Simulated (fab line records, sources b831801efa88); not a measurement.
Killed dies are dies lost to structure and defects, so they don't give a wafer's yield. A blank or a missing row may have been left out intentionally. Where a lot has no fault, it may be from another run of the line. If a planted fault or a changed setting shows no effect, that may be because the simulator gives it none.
fab line records -- flow sky130
[record] lots = 7, wafers = 21, last_day = 50
route steps=708 shown GATE_OXIDE@201 POLY_GATE@204 RES_PROTECT@206 PAD_OPEN@708
lots with no fault: from the same line, run without faults
start_h: hours from the record's opening day to when the first of the lot's shown wafers began -- wait_h: hours from the lot's prior step to this one -- " the same as in the row above -- L1.1+2: one row covering several wafers at once -- - no value, or no start given -- * or withheld: withheld -- < > ~ a bound
route shown NAME@n: names a module that has steps shown in the file, with the first one's number in the route -- usual: the fault-free wafers' mean and standard deviation -- same: alike in all rows -- chamber/n: place in a boat -- sites: per-site readings -- _std_site: standard deviation across them -- _edge_site: outer sites' mean less inner sites' -- radius_mm: how far each site lies from the wafer's centre -- mask NAME#n: copy n -- behind: the tool/chamber that last shaped the wafer -- hold: what put the lot on hold/how long, in hours/how the hold closed -- device: names the non-switching transistor (n, p or np) -- end of line: the same wafers' tests at the end of the route -- where a step has no rows: the recipe by itself -- killed: at the first sort, the dies lost to defects and structure; wafer yield is something else -- map: shows each die of a wafer: x if killed, . if not, _ if none is there
set.NAME: setting as actually run; set.NAME@STEP: the setting as run at that earlier step -- model.NAME: the simulator's own value behind a step, which no gauge read
a table for each step, a row for each wafer; lots at some steps of the route
services: from which hour (start_h, from the record's first day; less than 0 if before it) a tool's chamber was out of use, for how many hours, and why
[[steps]]
[step SKY_GATE_OXIDE_TW_MEAS_14]
[usual] GATE_OXIDE_TW = 223.5/1.3
lot.wafer,tool,chamber,start_h,wait_h,GATE_OXIDE_TW
L670.1,film_metro-03,-,391.12,0.1,223.3
L670.2,film_metro-03,-,391.12,0.1,222.7
L670.3,film_metro-03,-,391.12,0.1,223.7
L671.4,film_metro-03,-,403.60,0.1,225.5
L671.5,film_metro-03,-,403.60,0.1,224.8
L671.6,film_metro-03,-,403.60,0.1,224.4
L672.2,film_metro-01,-,405.63,0.1,221.5
L672.4,film_metro-01,-,405.63,0.1,222.1
L672.6,film_metro-01,-,405.63,0.1,220.9
L675.1,film_metro-03,-,429.45,0.1,224.8
L675.5,film_metro-03,-,429.45,0.1,223.8
L675.6,film_metro-03,-,429.45,0.1,224.4
L677.1,film_metro-01,-,445.37,0.1,222.3
L677.3,film_metro-01,-,445.37,0.1,223.2
L677.4,film_metro-01,-,445.37,0.1,222.3
L679.1,film_metro-02,-,461.42,0.1,223.0
L679.4,film_metro-02,-,461.42,0.1,224.6
L679.5,film_metro-02,-,461.42,0.1,223.8
L683.2,film_metro-02,-,499.66,0.1,224.8
L683.4,film_metro-02,-,499.66,0.1,225.3
L683.5,film_metro-02,-,499.66,0.1,223.4
[step SKY_GATE_OXIDE_CLEAN_15]
[recipe] chemistry = SC1/SC2, mix = 1:4:20, temp_c = 70, time_s = 150, dry = n2_spin
[step SKY_GATE_OXIDE_OXIDATION_16]
[recipe] temp_c = 800, ambient = O2, idle_temp_c = 700, ramp_up_c_per_min = 10, ramp_down_c_per_min = 3, stabilise_s = 600, purge_s = 300, target_thk_a = 35.7, ox_time_s = 1915
[step SKY_POLY_GATE_CVD_00]
[recipe] material = poly-Si, target_thk_nm = 180, temp_c = 620, time_s = 720, pressure_mtorr = 200
[step SKY_POLY_GATE_THK_MEAS_01]
[recipe] reads = poly-Si_of_POLY_GATE_CVD_00
[usual] POLY_GATE_CVD_00_THK = 179.7/1.6
lot.wafer,tool,chamber,start_h,wait_h,POLY_GATE_CVD_00_THK[nm]
L670.1,film_metro-04,-,400.97,0.0,179.6
L670.2,film_metro-04,-,400.97,0.0,180.0
L670.3,film_metro-04,-,400.97,0.0,179.3
L671.4,film_metro-01,-,408.85,0.0,180.8
L671.5,film_metro-01,-,408.85,0.0,181.8
L671.6,film_metro-01,-,408.85,0.0,181.3
L672.2,film_metro-03,-,411.20,0.0,180.6
L672.4,film_metro-03,-,411.20,0.0,180.6
L672.6,film_metro-03,-,411.20,0.0,180.8
L675.1,film_metro-01,-,433.62,0.0,181.0
L675.5,film_metro-01,-,433.62,0.0,181.4
L675.6,film_metro-01,-,433.62,0.0,179.8
L677.1,film_metro-01,-,449.97,0.0,177.7
L677.3,film_metro-01,-,449.97,0.0,179.9
L677.4,film_metro-01,-,449.97,0.0,179.0
L679.1,film_metro-01,-,466.38,0.0,178.7
L679.4,film_metro-01,-,466.38,0.0,178.7
L679.5,film_metro-01,-,466.38,0.0,179.6
L683.2,film_metro-04,-,502.55,0.0,182.6
L683.4,film_metro-04,-,502.55,0.0,181.5
L683.5,film_metro-04,-,502.55,0.0,182.2
[step SKY_RES_PROTECT_DEHYDRATE_00]
[recipe] temp_c = 200, time_s = 60
[step SKY_RES_PROTECT_HMDS_01]
[recipe] prime_time_s = 60, prime_temp_c = 120
[step SKY_RES_PROTECT_COAT_02]
[recipe] resist = NOVOLAK, spin_rpm = 3000, resist_thk_nm = 1140
[step SKY_RES_PROTECT_SOFTBAKE_03]
[recipe] temp_c = 90, time_s = 60, resist = NOVOLAK
[step SKY_RES_PROTECT_EXPOSE_04]
[recipe] mask_id = RPM, na = 0.6, source_shape = conventional, sigma_outer = 0.6, polarization = unpolarized, target_cd_nm = 1270, dose_mj = 130.1
[step SKY_RES_PROTECT_PEB_05]
[recipe] temp_c = withheld, time_s = *, resist = NOVOLAK
[step SKY_RES_PROTECT_DEVELOP_06]
[recipe] resist = NOVOLAK, developer = TMAH, develop_time_s = 60, dev_temp_c = 23
[step SKY_POLY_GATE_IMPLANT_02]
[recipe] species = P, energy_kev = 30, dose_cm2 = 7.7e+15, tilt_deg = 0
[usual] dose_ions_cm2 = 7.7e+15/8e+12
lot.wafer,tool,chamber,start_h,wait_h,dose_ions_cm2
L670.1,implanter-03,0,431.13,0.1,7.697e+15
L670.2,implanter-03,0,431.13,0.1,7.708e+15
L670.3,implanter-03,0,431.13,0.1,7.698e+15
L671.4,implanter-01,0,438.42,0.1,7.71e+15
L671.5,implanter-01,0,438.42,0.1,7.695e+15
L671.6,implanter-01,0,438.42,0.1,7.708e+15
L672.2,implanter-03,0,440.85,0.1,7.694e+15
L672.4,implanter-03,0,440.85,0.1,7.686e+15
L672.6,implanter-03,0,440.85,0.1,7.7e+15
L675.1,implanter-03,0,463.34,0.1,7.694e+15
L675.5,implanter-03,0,463.34,0.1,7.701e+15
L675.6,implanter-03,0,463.34,0.1,7.701e+15
L675.1,implanter-03,0,463.66,0.3,7.711e+15
L675.5,implanter-03,0,463.66,0.3,7.713e+15
L675.6,implanter-03,0,463.66,0.3,7.705e+15
L677.1,implanter-03,0,480.68,0.1,7.695e+15
L677.3,implanter-03,0,480.68,0.1,7.697e+15
L677.4,implanter-03,0,480.68,0.1,7.711e+15
L677.1,implanter-03,0,481.00,0.3,7.701e+15
L677.3,implanter-03,0,481.00,0.3,7.698e+15
L677.4,implanter-03,0,481.00,0.3,7.702e+15
L679.1,implanter-03,0,497.26,0.1,7.715e+15
L679.4,implanter-03,0,497.26,0.1,7.716e+15
L679.5,implanter-03,0,497.26,0.1,7.7e+15
L679.1,implanter-03,0,497.57,0.3,7.688e+15
L679.4,implanter-03,0,497.57,0.3,7.689e+15
L679.5,implanter-03,0,497.57,0.3,7.688e+15
L683.2,implanter-01,0,531.30,0.1,7.7e+15
L683.4,implanter-01,0,531.30,0.1,7.694e+15
L683.5,implanter-01,0,531.30,0.1,7.703e+15
[step SKY_RES_PROTECT_STRIP_07]
[recipe] chemistry = O2/N2, power_w = 1400, pressure_mtorr = 1500, platen_temp_c = withheld, o2_flow_sccm = 3000, n2_flow_sccm = 300, overash_fraction = 0.5
[usual] chamber_pressure_mTorr = 1500.0/1.3, drypump_motor_current_A = 5.9/0.5, oes_product_au = 0.518/0.0048, strip_time_to_endpoint_s = 23.30/0.041
[same] overash_fraction = 0.5
lot.wafer,tool,chamber,start_h,wait_h,chamber_pressure_mTorr,drypump_motor_current_A,oes_product_au,rf_hours_counter_h,strip_time_to_endpoint_s
L670.1,plasma_asher-04,0,431.28,0.1,1498.7,6.0,0.531,62,23.25
L670.2,plasma_asher-04,1,431.28,0.1,1498.4,5.6,0.522,62,23.27
L670.3,plasma_asher-04,1,431.28,0.1,1501.5,5.6,0.521,-,23.21
L671.4,plasma_asher-01,0,438.53,0.1,1501.1,5.6,0.513,-,23.34
L671.5,plasma_asher-01,0,438.53,0.1,1499.1,5.6,0.515,-,23.27
L671.6,plasma_asher-01,1,438.53,0.1,1500.4,6.8,0.513,-,23.36
L672.2,plasma_asher-01,0,440.98,0.1,1498.3,5.6,0.506,72,23.28
L672.4,plasma_asher-01,0,440.98,0.1,1499.2,5.6,0.521,-,23.28
L672.6,plasma_asher-01,1,440.98,0.1,1498.1,6.7,0.524,-,23.25
L675.1,plasma_asher-01,0,463.81,0.1,1500.4,5.6,0.500,74,25.07
L675.5,plasma_asher-01,1,463.81,0.1,1498.5,6.7,0.501,-,25.10
L675.6,plasma_asher-01,0,463.81,0.1,1499.9,5.6,0.492,-,25.05
L677.1,plasma_asher-01,1,481.15,0.1,1501.1,6.7,0.495,76,25.13
L677.3,plasma_asher-01,0,481.15,0.1,1499.9,5.5,0.494,-,25.08
L677.4,plasma_asher-01,1,481.15,0.1,1500.8,6.7,0.499,-,25.08
L679.1,plasma_asher-04,0,497.72,0.1,1499.9,6.0,0.492,69,25.13
L679.4,plasma_asher-04,1,497.72,0.1,1498.6,5.6,0.490,-,25.16
L679.5,plasma_asher-04,1,497.72,0.1,1502.8,5.7,0.497,-,25.17
L683.2,plasma_asher-01,0,531.43,0.1,1498.0,5.6,0.519,81,23.29
L683.4,plasma_asher-01,0,531.43,0.1,1498.6,5.6,0.523,-,23.25
L683.5,plasma_asher-01,0,531.43,0.1,1499.8,5.6,0.520,-,23.31
[step SKY_RES_PROTECT_TW_MEAS_08]
[usual] POLY_GATE_TW = 4024/28
lot.wafer,tool,chamber,start_h,wait_h,POLY_GATE_TW
L670.1,film_metro-03,-,431.38,0.1,4017
L670.2,film_metro-03,-,431.38,0.1,4009
L670.3,film_metro-03,-,431.38,0.1,4000
L671.4,film_metro-02,-,438.62,0.1,4046
L671.5,film_metro-02,-,438.62,0.1,4047
L671.6,film_metro-02,-,438.62,0.1,4029
L672.2,film_metro-02,-,441.09,0.1,4034
L672.4,film_metro-02,-,441.09,0.1,4017
L672.6,film_metro-02,-,441.09,0.1,4023
L675.1,film_metro-02,-,463.91,0.1,4178
L675.5,film_metro-02,-,463.91,0.1,4170
L675.6,film_metro-02,-,463.91,0.1,4157
L677.1,film_metro-02,-,481.25,0.1,4141
L677.3,film_metro-02,-,481.25,0.1,4154
L677.4,film_metro-02,-,481.25,0.1,4150
L679.1,film_metro-02,-,497.82,0.1,4149
L679.4,film_metro-02,-,497.82,0.1,4184
L679.5,film_metro-02,-,497.82,0.1,4163
L683.2,film_metro-04,-,531.54,0.1,3996
L683.4,film_metro-04,-,531.54,0.1,3976
L683.5,film_metro-04,-,531.54,0.1,4008
[step SKY_RES_PROTECT_CLEAN_09]
[recipe] chemistry = SC1/SC2, mix = 1:4:20, temp_c = 70, time_s = 150, dry = n2_spin
[step SKY_PAD_OPEN_PROBE_99]
[usual] killed_at_M0_to_M3 = 42/6.8, killed_at_M4_up = 3.4/1.8, killed_at_contacts = 25/5.7, killed_at_front_end = 16/4.8, killed_at_other = 0.2/0.39, killed_dies = 87/9.6, killed_open = 47/6.9, killed_short = 40/6.3
[same] gross_dies = 492, killed_at_back_side = 0
lot.wafer,tool,chamber,start_h,wait_h,killed_at_M0_to_M3,killed_at_M4_up,killed_at_contacts,killed_at_front_end,killed_at_other,killed_dies,killed_open,killed_short
L670.1,prober-01,-,1138.68,0.1,42,6,24,11,0,83,44,39
L670.2,prober-01,-,1138.73,0.1,41,6,16,12,0,75,47,28
L670.3,prober-01,-,1138.78,0.2,53,4,28,17,0,102,54,48
L671.4,prober-02,-,1145.43,0.2,49,3,16,12,0,80,45,35
L671.5,prober-02,-,1145.48,0.2,45,3,25,21,0,94,50,44
L671.6,prober-02,-,1145.53,0.2,39,4,24,10,0,77,41,36
L672.2,prober-01,-,1146.32,0.1,37,1,21,9,0,68,37,31
L672.4,prober-01,-,1146.42,0.2,33,2,24,16,0,75,45,30
L672.6,prober-01,-,1146.52,0.2,57,4,23,24,0,108,52,56
L683.2,prober-02,-,1195.05,0.1,42,5,32,11,1,91,46,45
L683.4,prober-02,-,1195.15,0.2,42,2,17,19,1,81,49,32
L683.5,prober-02,-,1195.20,0.2,40,4,24,15,0,83,45,38
// killed by level:class
L670.1 VIA1:geometric_particle:open=14 LOCAL_INTERCONNECT:geometric_particle:short=7 CONTACT:geometric_particle:open=6 VIA3:geometric_particle:open=6 METAL4:geometric_particle:short=5 VIA1:geometric_particle:short=5 CONTACT:geometric_particle:short=4 VIA2:geometric_particle:open=4
L670.2 VIA1:geometric_particle:open=13 POLY_GATE:geometric_particle:open=6 LI_CONTACT:geometric_particle:open=6 CONTACT:geometric_particle:open=6 METAL1:geometric_particle:short=6 VIA2:geometric_particle:open=6 VIA1:geometric_particle:short=4 VIA3:geometric_particle:open=4
L670.3 VIA1:geometric_particle:open=14 CONTACT:geometric_particle:open=10 VIA2:geometric_particle:open=8 LOCAL_INTERCONNECT:geometric_particle:short=8 LI_CONTACT:geometric_particle:open=7 VIA3:geometric_particle:open=7 FIELD_ISO:geometric_particle:short=6 METAL1:geometric_particle:short=6
L671.4 VIA1:geometric_particle:open=13 CONTACT:geometric_particle:open=11 VIA1:geometric_particle:short=7 VIA3:geometric_particle:open=7 METAL3:geometric_particle:short=6 FIELD_ISO:geometric_particle:short=4 POLY_GATE:geometric_particle:open=3 LI_CONTACT:geometric_particle:open=3
L671.5 VIA2:geometric_particle:open=9 POLY_GATE:geometric_particle:open=7 CONTACT:geometric_particle:short=7 CONTACT:geometric_particle:open=7 FIELD_ISO:geometric_particle:short=6 LI_CONTACT:geometric_particle:open=6 METAL2:geometric_particle:short=6 VIA3:geometric_particle:open=6
L671.6 LI_CONTACT:geometric_particle:open=9 CONTACT:geometric_particle:open=8 VIA1:geometric_particle:open=8 METAL3:geometric_particle:short=6 VIA2:geometric_particle:open=5 VIA1:geometric_particle:short=5 SPACER:geometric_particle:short=3 LI_CONTACT:geometric_particle:short=3
L672.2 VIA2:geometric_particle:open=11 CONTACT:geometric_particle:open=6 VIA1:geometric_particle:open=6 LI_CONTACT:geometric_particle:open=4 CONTACT:geometric_particle:short=4 METAL1:geometric_particle:short=4 LI_CONTACT:geometric_particle:short=3 METAL3:geometric_particle:short=3
L672.4 VIA1:geometric_particle:open=12 LI_CONTACT:geometric_particle:open=9 CONTACT:geometric_particle:open=8 FIELD_ISO:geometric_particle:short=4 POLY_GATE:geometric_particle:open=4 METAL2:geometric_particle:open=4 VIA2:geometric_particle:open=4 POLY_GATE:geometric_particle:short=3
L672.6 FIELD_ISO:geometric_particle:short=12 VIA2:geometric_particle:open=11 METAL1:geometric_particle:short=9 VIA1:geometric_particle:open=8 LI_CONTACT:geometric_particle:short=7 METAL2:geometric_particle:short=7 VIA1:geometric_particle:short=6 FIELD_ISO:geometric_particle:open=5
L683.2 CONTACT:geometric_particle:open=12 VIA1:geometric_particle:open=10 LOCAL_INTERCONNECT:geometric_particle:short=8 METAL3:geometric_particle:short=6 VIA1:geometric_particle:short=6 LI_CONTACT:geometric_particle:open=5 FIELD_ISO:geometric_particle:open=4 CONTACT:geometric_particle:short=4
L683.4 VIA1:geometric_particle:open=9 CONTACT:geometric_particle:open=8 VIA3:geometric_particle:open=7 FIELD_ISO:geometric_particle:short=6 VIA2:geometric_particle:open=6 POLY_GATE:geometric_particle:short=4 METAL1:geometric_particle:short=4 METAL1:geometric_particle:open=4
L683.5 VIA1:geometric_particle:open=11 VIA2:geometric_particle:open=8 METAL1:geometric_particle:short=7 LI_CONTACT:geometric_particle:open=6 CONTACT:geometric_particle:open=6 CONTACT:geometric_particle:short=5 VIA3:geometric_particle:open=5 FIELD_ISO:geometric_particle:short=4
[[services]]
tool,chamber,start_h,hours,kind
plasma_asher-01,-,419.84,1.1,repair
implanter-03,-,451.74,10.4,repair
implanter-01,-,464.85,4.3,pm
plasma_asher-01,-,468.41,0.8,repair
plasma_asher-04,-,479.54,2.8,pm
implanter-03,-,509.85,3.8,repair
implanter-01,-,513.02,4.2,repair
[[key]]
[first_sign] step = SKY_POLY_GATE_IMPLANT_02, reading = visit, direction = added
[effect] step = SKY_RES_PROTECT_STRIP_07, reading = strip_time_to_endpoint_s, direction = up, sigmas = 44, usual = *, struck = *
[effect] step = SKY_RES_PROTECT_TW_MEAS_08, reading = POLY_GATE_TW, direction = up, sigmas = 4.9, usual = 4024, struck = 4161
met_at SKY_POLY_GATE_IMPLANT_02
struck_wafers L675.1,L675.5,L675.6,L677.1,L677.3,L677.4,L679.1,L679.4,L679.5
rows_end L677.1,L677.3,L677.4,L679.1,L679.4,L679.5
tester_left_out L675
[fault] kind = repeated_step_whole, tool = implanter-01,implanter-02,implanter-03, chamber = -, onset_h = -, steps = SKY_POLY_GATE_IMPLANT_02, times = 1, scope = struck_lots_only
// tester_left_out: of these lots the tester's yield and bins aren't shown, on N5 and GAA mostly nor the transistor test; their killed dies are dies lost to structure and defects alone, not to doping, threshold or leakage, so they don't give the yield
// rows_end: these wafers met a further fault down the route, and their rows from its step on are left out
